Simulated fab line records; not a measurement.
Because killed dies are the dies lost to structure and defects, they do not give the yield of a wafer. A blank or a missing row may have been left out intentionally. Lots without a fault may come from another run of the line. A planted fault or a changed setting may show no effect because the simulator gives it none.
fab line records	flow sky130	part 1 of 2: steps 1 to 35 of 47
record lots=5	wafers=15	lastDay=49
route steps=708 shown FIELD_ISO@29 NWELL@32 DNWELL@35 PWDE@45
lots that met no fault: taken from a fault-free run of the same line
startH: hours from the record's opening day to when the first of the lot's shown wafers began	waitH: hours since the lot's step before	" the same as in the row above	L1.1+2: one row covering several wafers at once	- no value, or no start given	* or withheld: withheld	< > ~ a bound
route shown NAME@n: names a module that has steps shown in the file, with the first one's number in the route	usual: mean/standard deviation taken from wafers without a fault	same: alike in all rows	chamber/n: place in a boat	sites: the reading at each site	_std_site: standard deviation across them	_edge_site: outer sites' mean less inner sites'	radiusMm: how far each site lies from the wafer's centre	mask NAME#n: copy n	behind: the last tool/chamber to shape the wafer	hold: the reason the lot was held/the length of the hold in hours/how it ended	device: whichever transistor did not switch (one of n, p or np)	end of line: the same wafers' tests at the end of the route	a step with no rows: only its recipe	killed: count of dies lost to structure and defects at first sort (not the wafer's yield)	map: shows each die of a wafer: x if killed, . if not, _ if none is there
set.NAME: the run value of the setting; set.NAME@STEP: its run value at that earlier step	model.NAME: the simulator's own value behind a step, which no gauge read
lots seen at some steps along the route; tables by step, rows by wafer
services: a tool's chamber out of use, with start hour (startH, from the record's first day; less than 0 if before it), hours out, and reason
## steps
# step SKY_FIELD_ISO_WET_ETCH_28
# recipe chemistry=dHF	targetDepthNm=23.7	target=SiO2	dilution=10:1	tempC=25	timeS=47
lot.wafer	tool	chamber	startH	waitH
L074.3+4+6	wetBench-03	1	35.63	0.2
L076.1+3+5	wetBench-03	3	48.62	0.2
L085.2+3+6	wetBench-04	1	92.73	0.2
L091.4+5+6	wetBench-03	2	123.43	0.2
L093.1+5+6	wetBench-02	0	133.43	0.1
# step SKY_FIELD_ISO_WET_ETCH_29
# recipe chemistry=H3PO4	targetDepthNm=160	target=Si3N4	tempC=160	timeS=1825
lot.wafer	tool	chamber	startH	waitH
L074.3+4+6	wetBench-02	0	35.65	0.0
L076.1+3+5	wetBench-03	2	48.64	0.0
L085.2+3+6	wetBench-03	0	92.75	0.0
L091.4+5+6	wetBench-04	3	123.45	0.0
L093.1+5+6	wetBench-04	0	133.45	0.0
# step SKY_FIELD_ISO_WET_ETCH_30
# recipe chemistry=dHF	targetDepthNm=25	target=SiO2	dilution=10:1	tempC=25	timeS=50
lot.wafer	tool	chamber	startH	waitH
L074.3+4+6	wetBench-03	2	36.21	0.0
L076.1+3+5	wetBench-02	1	49.16	0.0
L085.2+3+6	wetBench-02	3	93.26	0.0
L091.4+5+6	wetBench-03	2	124.02	0.0
L093.1+5+6	wetBench-02	1	134.02	0.0
# step SKY_NWELL_CLEAN_00
# recipe chemistry=SC1/SC2	mix=1:4:20	tempC=70	timeS=150	dry=n2Spin
lot.wafer	tool	chamber	startH	waitH
L074.3+4+6	wetBench-04	2	36.23	0.0
L076.1+3+5	wetBench-04	2	49.18	0.0
L085.2+3+6	wetBench-04	1	93.29	0.0
L091.4+5+6	wetBench-02	0	124.04	0.0
L093.1+5+6	wetBench-04	0	134.04	0.0
# step SKY_NWELL_OXIDATION_01
# recipe tempC=900	ambient=O2	stabiliseS=600	purgeS=300	targetThkA=100	oxTimeS=1418
# usual spikeTcUpperC=898.7/1.2	tube_center_temp_C_max=902.3/0.41
# same stabiliseS=600
lot.wafer	tool	chamber	startH	waitH	spikeTcUpperC	tube_center_temp_C_max
L074.3	furnace-01	0	37.39	1.1	899.7	902.0
L074.4	"	0	"	"	900.2	902.2
L074.6	"	0	"	"	899.0	901.9
L076.1	furnace-01	0	49.76	0.5	898.2	902.0
L076.3	"	0	"	"	900.0	902.2
L076.5	"	0	"	"	900.4	902.4
L085.2	furnace-01	0	95.28	1.9	899.1	902.9
L085.3	"	0	"	"	900.2	902.1
L085.6	"	0	"	"	900.0	902.6
L091.4	furnace-01	0	125.34	1.2	900.8	902.0
L091.5	"	0	"	"	897.9	902.3
L091.6	"	0	"	"	900.2	902.1
L093.1	furnace-02	0	134.09	0.0	897.7	903.1
L093.5	"	0	"	"	896.6	902.5
L093.6	"	0	"	"	898.5	902.3
# step SKY_NWELL_THK_MEAS_02
# recipe reads=SiO2_of_NWELL_OXIDATION_01
# usual NWELL_OXIDATION_THK=9.88/0.2
lot.wafer	tool	chamber	startH	waitH	NWELL_OXIDATION_THK[nm]
L074.3	filmMetro-02	-	38.80	0.0	9.76
L074.4	"	-	"	"	9.81
L074.6	"	-	"	"	9.74
L076.1	filmMetro-01	-	51.16	0.0	10.00
L076.3	"	-	"	"	9.74
L076.5	"	-	"	"	9.81
L085.2	filmMetro-04	-	96.68	0.0	9.38
L085.3	"	-	"	"	9.33
L085.6	"	-	"	"	9.48
L091.4	filmMetro-02	-	126.77	0.0	9.80
L091.5	"	-	"	"	9.74
L091.6	"	-	"	"	9.66
L093.1	filmMetro-02	-	135.49	0.0	10.08
L093.5	"	-	"	"	10.15
L093.6	"	-	"	"	10.15
# step SKY_DNWELL_DEHYDRATE_00
# recipe tempC=200	timeS=60
lot.wafer	tool	chamber	startH	waitH
L074.3+4+6	lithoTrack-02	0	45.94	7.1
L076.1+3+5	lithoTrack-03	0	58.29	7.1
L085.2+3+6	lithoTrack-02	0	104.52	7.8
L091.4+5+6	lithoTrack-03	0	135.41	8.6
L093.1+5+6	lithoTrack-01	0	144.48	9.0
# step SKY_DNWELL_HMDS_01
# recipe primeTimeS=60	primeTempC=120
# same primeTimeS=60
lot.wafer	tool	chamber	startH	waitH
L074.3+4+6	lithoTrack-02	0	46.09	0.1
L076.1+3+5	lithoTrack-03	0	58.44	0.1
L085.2+3+6	lithoTrack-02	0	104.67	0.1
L091.4+5+6	lithoTrack-03	0	135.56	0.1
L093.1+5+6	lithoTrack-01	0	144.63	0.1
# step SKY_DNWELL_COAT_02
# recipe spinRpm=2000	resistThkNm=3000
lot.wafer	tool	chamber	startH	waitH
L074.3+4+6	lithoTrack-02	0	46.24	0.1
L076.1+3+5	lithoTrack-03	0	58.59	0.1
L085.2+3+6	lithoTrack-02	0	104.82	0.1
L091.4+5+6	lithoTrack-03	0	135.71	0.1
L093.1+5+6	lithoTrack-01	0	144.78	0.1
# step SKY_DNWELL_SOFTBAKE_03
# recipe tempC=110	timeS=withheld
lot.wafer	tool	chamber	startH	waitH
L074.3+4+6	lithoTrack-02	0	46.41	0.1
L076.1+3+5	lithoTrack-03	0	58.74	0.1
L085.2+3+6	lithoTrack-02	0	104.98	0.1
L091.4+5+6	lithoTrack-03	0	135.89	0.1
L093.1+5+6	lithoTrack-01	0	144.93	0.1
# step SKY_DNWELL_EXPOSE_04
# recipe maskId=DNM	na=0.57	targetCdNm=3000	doseMj=222
# usual exposureDoseMJCm2=221.98/0.22	reticleTempC=23.02/0.11
lot.wafer	tool	chamber	startH	waitH	mask	exposureDoseMJCm2	reticleTempC
L074.3	ilineStepper-01	0	-	-	DNM#0	221.83	23.13
L074.4	"	0	"	"	DNM#0	221.96	23.16
L074.6	"	0	"	"	DNM#0	221.89	23.11
L076.1	ilineStepper-02	0	-	-	DNM#0	221.96	22.88
L076.3	"	0	"	"	DNM#0	221.79	23.11
L076.5	"	0	"	"	DNM#0	221.78	22.98
L085.2	ilineStepper-02	0	-	-	DNM#0	221.98	23.01
L085.3	"	0	"	"	DNM#0	221.48	23.06
L085.6	"	0	"	"	DNM#0	221.70	22.84
L091.4	ilineStepper-02	0	-	-	DNM#0	221.80	22.90
L091.5	"	0	"	"	DNM#0	221.85	23.03
L091.6	"	0	"	"	DNM#0	221.79	23.15
L093.1	ilineStepper-02	0	-	-	DNM#0	222.22	23.05
L093.5	"	0	"	"	DNM#0	221.83	23.00
L093.6	"	0	"	"	DNM#0	221.38	23.07
# step SKY_DNWELL_PEB_05
# recipe tempC=115	timeS=withheld
lot.wafer	tool	chamber	startH	waitH
L074.3+4+6	lithoTrack-01	0	-	-
L076.1+3+5	lithoTrack-03	0	-	-
L085.2+3+6	lithoTrack-01	0	-	-
L091.4+5+6	lithoTrack-01	0	-	-
L093.1+5+6	lithoTrack-01	0	-	-
# step SKY_DNWELL_DEVELOP_06
# recipe wallAngleDeg=90	developer=TMAH	developTimeS=60	devTempC=23
lot.wafer	tool	chamber	startH	waitH
L074.3+4+6	lithoTrack-01	0	-	-
L076.1+3+5	lithoTrack-03	0	-	-
L085.2+3+6	lithoTrack-01	0	-	-
L091.4+5+6	lithoTrack-01	0	-	-
L093.1+5+6	lithoTrack-01	0	-	-
# step SKY_DNWELL_IMPLANT_07
# recipe species=P	energyKev=withheld	doseCm2=withheld	tiltDeg=withheld
lot.wafer	tool	chamber	startH	waitH
L074.3+4+6	implanter-04	0	53.63	-
L076.1+3+5	implanter-02	0	66.74	-
L085.2+3+6	implanter-03	0	114.01	-
L091.4+5+6	implanter-04	0	145.56	-
L093.1+5+6	implanter-02	0	154.83	-
# step SKY_DNWELL_STRIP_08
# recipe chemistry=O2/N2	powerW=1400	pressureMtorr=1500	platenTempC=withheld	o2FlowSccm=3000	n2FlowSccm=300	overashFraction=0.5
# usual drypumpMotorCurrentA=5.5/0.36	oesProductAu=0.723/0.0045	stripTimeToEndpointS=36.96/0.14
lot.wafer	tool	chamber	startH	waitH	drypumpMotorCurrentA	oesProductAu	rfHoursCounterH	stripTimeToEndpointS
L074.3	plasmaAsher-04	1	53.76	0.1	4.9	0.721	-	36.82
L074.4	"	0	"	"	5.4	0.723	-	36.91
L074.6	"	1	"	"	4.9	0.718	-	36.81
L076.1	plasmaAsher-04	1	66.89	0.1	4.9	0.719	27	36.80
L076.3	"	0	"	"	5.4	0.723	-	36.71
L076.5	"	0	"	"	5.4	0.722	-	36.73
L085.2	plasmaAsher-01	1	114.13	0.1	5.4	0.730	43	36.97
L085.3	"	0	"	"	5.9	0.732	-	37.08
L085.6	"	1	"	"	5.4	0.728	-	37.11
L091.4	plasmaAsher-01	0	145.66	0.1	6.0	0.725	-	36.89
L091.5	"	1	"	"	5.5	0.726	-	37.07
L091.6	"	0	"	"	6.0	0.720	-	36.89
L093.1	plasmaAsher-04	0	154.98	0.1	5.5	0.719	36	36.73
L093.5	"	1	"	"	4.9	0.724	-	36.80
L093.6	"	0	"	"	5.4	0.729	-	36.84
# step SKY_DNWELL_TW_MEAS_09
# usual DNWELL_TW=1108/14
lot.wafer	tool	chamber	startH	waitH	DNWELL_TW
L074.3	filmMetro-04	-	53.85	0.1	1111
L074.4	"	-	"	"	1115
L074.6	"	-	"	"	1117
L076.1	filmMetro-02	-	66.99	0.1	1106
L076.3	"	-	"	"	1100
L076.5	"	-	"	"	1106
L085.2	filmMetro-04	-	114.24	0.1	1129
L085.3	"	-	"	"	1135
L085.6	"	-	"	"	1129
L091.4	filmMetro-02	-	145.76	0.1	1102
L091.5	"	-	"	"	1100
L091.6	"	-	"	"	1100
L093.1	filmMetro-02	-	155.08	0.1	1098
L093.5	"	-	"	"	1103
L093.6	"	-	"	"	1097
# step SKY_PWDE_DEHYDRATE_00
# recipe tempC=200	timeS=60
lot.wafer	tool	chamber	startH	waitH
L074.3+4+6	lithoTrack-03	0	60.84	7.0
L076.1+3+5	lithoTrack-03	0	74.64	7.6
L085.2+3+6	lithoTrack-01	0	122.41	8.2
L091.4+5+6	lithoTrack-03	0	155.26	9.5
L093.1+5+6	lithoTrack-04	0	164.17	9.1
# step SKY_PWDE_HMDS_01
# recipe primeTimeS=60	primeTempC=120
# same primeTimeS=60
lot.wafer	tool	chamber	startH	waitH
L074.3+4+6	lithoTrack-03	0	60.99	0.1
L076.1+3+5	lithoTrack-03	0	74.79	0.1
L085.2+3+6	lithoTrack-01	0	122.56	0.1
L091.4+5+6	lithoTrack-03	0	155.41	0.1
L093.1+5+6	lithoTrack-04	0	164.32	0.1
# step SKY_PWDE_COAT_02
# recipe spinRpm=2000	resistThkNm=3000
lot.wafer	tool	chamber	startH	waitH
L074.3+4+6	lithoTrack-03	0	61.14	0.1
L076.1+3+5	lithoTrack-03	0	74.94	0.1
L085.2+3+6	lithoTrack-01	0	122.71	0.1
L091.4+5+6	lithoTrack-03	0	155.56	0.1
L093.1+5+6	lithoTrack-04	0	164.47	0.1
# step SKY_PWDE_SOFTBAKE_03
# recipe tempC=110	timeS=withheld
lot.wafer	tool	chamber	startH	waitH
L074.3+4+6	lithoTrack-03	0	61.30	0.1
L076.1+3+5	lithoTrack-03	0	75.09	0.1
L085.2+3+6	lithoTrack-01	0	122.86	0.1
L091.4+5+6	lithoTrack-03	0	155.73	0.1
L093.1+5+6	lithoTrack-04	0	164.62	0.1
# step SKY_PWDE_EXPOSE_04
# recipe maskId=PWDEM	na=0.6	sourceShape=conventional	sigmaOuter=0.6	polarization=unpolarized	targetCdNm=840	doseMj=214
# usual exposureDoseMJCm2=213.95/0.21	reticleTempC=22.98/0.1
lot.wafer	tool	chamber	startH	waitH	mask	exposureDoseMJCm2	reticleTempC
L074.3	ilineStepper-02	0	-	-	PWDEM#0	213.84	23.13
L074.4	"	0	"	"	PWDEM#0	213.82	23.05
L074.6	"	0	"	"	PWDEM#0	214.24	23.10
L076.1	ilineStepper-01	0	-	-	PWDEM#0	213.78	22.96
L076.3	"	0	"	"	PWDEM#0	213.74	22.84
L076.5	"	0	"	"	PWDEM#0	213.72	22.97
L085.2	ilineStepper-02	0	-	-	PWDEM#0	213.97	22.94
L085.3	"	0	"	"	PWDEM#0	213.76	22.86
L085.6	"	0	"	"	PWDEM#0	213.67	22.86
L091.4	ilineStepper-01	0	-	-	PWDEM#0	213.82	22.91
L091.5	"	0	"	"	PWDEM#0	213.57	22.99
L091.6	"	0	"	"	PWDEM#0	214.02	23.07
L093.1	ilineStepper-02	0	-	-	PWDEM#0	214.15	23.08
L093.5	"	0	"	"	PWDEM#0	214.17	23.06
L093.6	"	0	"	"	PWDEM#0	213.92	22.96
# step SKY_PWDE_PEB_05
# recipe tempC=115	timeS=withheld
lot.wafer	tool	chamber	startH	waitH
L074.3+4+6	lithoTrack-01	0	-	-
L076.1+3+5	lithoTrack-03	0	-	-
L085.2+3+6	lithoTrack-03	0	-	-
L091.4+5+6	lithoTrack-01	0	-	-
L093.1+5+6	lithoTrack-01	0	-	-
# step SKY_PWDE_DEVELOP_06
# recipe wallAngleDeg=90	developer=TMAH	developTimeS=60	devTempC=23
lot.wafer	tool	chamber	startH	waitH
L074.3+4+6	lithoTrack-01	0	-	-
L076.1+3+5	lithoTrack-03	0	-	-
L085.2+3+6	lithoTrack-03	0	-	-
L091.4+5+6	lithoTrack-01	0	-	-
L093.1+5+6	lithoTrack-01	0	-	-
# step SKY_PWDE_OVL_MEAS_07
# usual PWDE_OVL=0.8/1.7
lot.wafer	tool	chamber	startH	waitH	PWDE_OVL[nm]
L074.3	overlay-01	-	68.59	-	2.9
L074.4	"	-	"	"	0.9
L074.6	"	-	"	"	2.5
L076.1	overlay-02	-	83.54	-	-1.1
L076.3	"	-	"	"	-1.0
L076.5	"	-	"	"	-0.3
L085.2	overlay-02	-	131.29	-	0.6
L085.3	"	-	"	"	-3.1
L085.6	"	-	"	"	-0.5
L091.4	overlay-02	-	165.30	-	1.1
L091.5	"	-	"	"	3.4
L091.6	"	-	"	"	1.0
L093.1	overlay-02	-	174.48	-	0.9
L093.5	"	-	"	"	-0.4
L093.6	"	-	"	"	-0.8
# step SKY_PWDE_IMPLANT_08
# recipe species=B	energyKev=150	doseCm2=3.6e+12	tiltDeg=withheld
# usual beamOnS=10.02/0.21
lot.wafer	tool	chamber	startH	waitH	beamOnS
L074.3	implanter-04	0	68.67	0.1	9.85
L074.4	"	0	"	"	10.00
L074.6	"	0	"	"	9.97
L076.1	implanter-01	0	83.57	0.0	10.18
L076.3	"	0	"	"	9.95
L076.5	"	0	"	"	9.98
L085.2	implanter-02	0	131.35	0.0	9.98
L085.3	"	0	"	"	9.70
L085.6	"	0	"	"	10.13
L091.4	implanter-02	0	165.39	0.1	9.77
L091.5	"	0	"	"	9.83
L091.6	"	0	"	"	10.09
L093.1	implanter-02	0	174.52	0.0	10.06
L093.5	"	0	"	"	9.62
L093.6	"	0	"	"	9.91
# step SKY_PWDE_STRIP_09
# recipe chemistry=O2/N2	powerW=1400	pressureMtorr=1500	platenTempC=withheld	o2FlowSccm=3000	n2FlowSccm=300	overashFraction=0.5
# usual drypumpMotorCurrentA=5.68/0.18	oesProductAu=0.722/0.0049	stripTimeToEndpointS=36.97/0.13
lot.wafer	tool	chamber	startH	waitH	drypumpMotorCurrentA	oesProductAu	rfHoursCounterH	stripTimeToEndpointS
L074.3	plasmaAsher-02	1	68.80	0.1	5.64	0.727	-	36.64
L074.4	"	0	"	"	5.67	0.721	-	36.68
L074.6	"	1	"	"	5.62	0.723	-	36.69
L076.1	plasmaAsher-02	1	83.72	0.1	5.65	0.725	38	36.94
L076.3	"	1	"	"	5.63	0.715	-	36.98
L076.5	"	0	"	"	5.65	0.718	-	36.93
L085.2	plasmaAsher-03	1	131.47	0.1	5.89	0.723	46	36.89
L085.3	"	1	"	"	5.89	0.729	-	37.06
L085.6	"	0	"	"	5.53	0.717	-	37.02
L091.4	plasmaAsher-02	0	165.50	0.1	5.68	0.721	-	36.78
L091.5	"	0	"	"	5.68	0.715	-	36.78
L091.6	"	1	"	"	5.63	0.723	-	36.76
L093.1	plasmaAsher-03	0	174.67	0.1	5.54	0.720	50	37.08
L093.5	"	0	"	"	5.53	0.734	-	37.14
L093.6	"	1	"	"	5.91	0.718	-	37.02
# step SKY_PWDE_TW_MEAS_10
# usual PWDE_TW=372/4.3
lot.wafer	tool	chamber	startH	waitH	PWDE_TW
L074.3	filmMetro-04	-	68.89	0.1	375
L074.4	"	-	"	"	375
L074.6	"	-	"	"	377
L076.1	filmMetro-02	-	83.82	0.1	371
L076.3	"	-	"	"	372
L076.5	"	-	"	"	370
L085.2	filmMetro-01	-	131.58	0.1	369
L085.3	"	-	"	"	370
L085.6	"	-	"	"	368
L091.4	filmMetro-01	-	165.60	0.1	371
L091.5	"	-	"	"	370
L091.6	"	-	"	"	370
L093.1	filmMetro-01	-	174.77	0.1	366
L093.5	"	-	"	"	368
L093.6	"	-	"	"	372
# step SKY_NWELL_DEHYDRATE_03
# recipe tempC=200	timeS=60
lot.wafer	tool	chamber	startH	waitH
L074.3+4+6	lithoTrack-01	0	76.73	7.8
L076.1+3+5	lithoTrack-01	0	91.78	8.0
L085.2+3+6	lithoTrack-01	0	140.96	9.4
L091.4+5+6	lithoTrack-02	0	175.37	9.8
L093.1+5+6	lithoTrack-04	0	183.57	8.8
# step SKY_NWELL_HMDS_04
# recipe primeTimeS=60	primeTempC=120
# same primeTimeS=60
lot.wafer	tool	chamber	startH	waitH
L074.3+4+6	lithoTrack-01	0	76.88	0.1
L076.1+3+5	lithoTrack-01	0	91.93	0.1
L085.2+3+6	lithoTrack-01	0	141.11	0.1
L091.4+5+6	lithoTrack-02	0	175.52	0.1
L093.1+5+6	lithoTrack-04	0	183.72	0.1
# step SKY_NWELL_COAT_05
# recipe spinRpm=2000	resistThkNm=3000
lot.wafer	tool	chamber	startH	waitH
L074.3+4+6	lithoTrack-01	0	77.03	0.1
L076.1+3+5	lithoTrack-01	0	92.08	0.1
L085.2+3+6	lithoTrack-01	0	141.26	0.1
L091.4+5+6	lithoTrack-02	0	175.67	0.1
L093.1+5+6	lithoTrack-04	0	183.87	0.1
# step SKY_NWELL_SOFTBAKE_06
# recipe tempC=110	timeS=withheld
lot.wafer	tool	chamber	startH	waitH
L074.3+4+6	lithoTrack-01	0	77.20	0.1
L076.1+3+5	lithoTrack-01	0	92.23	0.1
L085.2+3+6	lithoTrack-01	0	141.41	0.1
L091.4+5+6	lithoTrack-02	0	175.84	0.1
L093.1+5+6	lithoTrack-04	0	184.02	0.1
# step SKY_NWELL_EXPOSE_07
# recipe maskId=NWM	na=0.6	sourceShape=conventional	sigmaOuter=0.6	polarization=unpolarized	targetCdNm=840	doseMj=255
# usual exposureDoseMJCm2=254.98/0.29	reticleTempC=22.98/0.11
lot.wafer	tool	chamber	startH	waitH	mask	exposureDoseMJCm2	reticleTempC
L074.3	ilineStepper-01	0	-	-	NWM#0	254.73	23.10
L074.4	"	0	"	"	NWM#0	255.01	22.97
L074.6	"	0	"	"	NWM#0	254.95	23.01
L076.1	ilineStepper-02	0	-	-	NWM#0	254.89	23.13
L076.3	"	0	"	"	NWM#0	255.04	22.99
L076.5	"	0	"	"	NWM#0	255.17	23.03
L085.2	ilineStepper-01	0	-	-	NWM#0	254.95	23.13
L085.3	"	0	"	"	NWM#0	254.82	23.13
L085.6	"	0	"	"	NWM#0	254.93	22.81
L091.4	ilineStepper-01	0	-	-	NWM#0	255.15	22.88
L091.5	"	0	"	"	NWM#0	255.02	22.91
L091.6	"	0	"	"	NWM#0	254.89	23.01
L093.1	ilineStepper-02	0	-	-	NWM#0	255.24	23.01
L093.5	"	0	"	"	NWM#0	255.54	23.03
L093.6	"	0	"	"	NWM#0	254.96	22.93
# step SKY_NWELL_PEB_08
# recipe tempC=115	timeS=withheld
lot.wafer	tool	chamber	startH	waitH
L074.3+4+6	lithoTrack-02	0	-	-
L076.1+3+5	lithoTrack-02	0	-	-
L085.2+3+6	lithoTrack-04	0	-	-
L091.4+5+6	lithoTrack-01	0	-	-
L093.1+5+6	lithoTrack-04	0	-	-
# step SKY_NWELL_DEVELOP_09
# recipe wallAngleDeg=90	developer=TMAH	developTimeS=60	devTempC=23
lot.wafer	tool	chamber	startH	waitH
L074.3+4+6	lithoTrack-02	0	-	-
L076.1+3+5	lithoTrack-02	0	-	-
L085.2+3+6	lithoTrack-04	0	-	-
L091.4+5+6	lithoTrack-01	0	-	-
L093.1+5+6	lithoTrack-04	0	-	-
# step SKY_NWELL_OVL_MEAS_10
# usual NWELL_00_OVL=0.5/1.6
lot.wafer	tool	chamber	startH	waitH	NWELL_00_OVL[nm]
L074.3	overlay-01	-	85.80	-	2.7
L074.4	"	-	"	"	2.1
L074.6	"	-	"	"	2.7
L076.1	overlay-02	-	100.69	-	-0.6
L076.3	"	-	"	"	-1.5
L076.5	"	-	"	"	-2.0
L085.2	overlay-01	-	151.67	-	1.1
L085.3	"	-	"	"	0.2
L085.6	"	-	"	"	1.7
L091.4	overlay-01	-	185.40	-	2.7
L091.5	"	-	"	"	3.0
L091.6	"	-	"	"	3.1
L093.1	overlay-02	-	193.12	-	-0.6
L093.5	"	-	"	"	-1.7
L093.6	"	-	"	"	-0.1
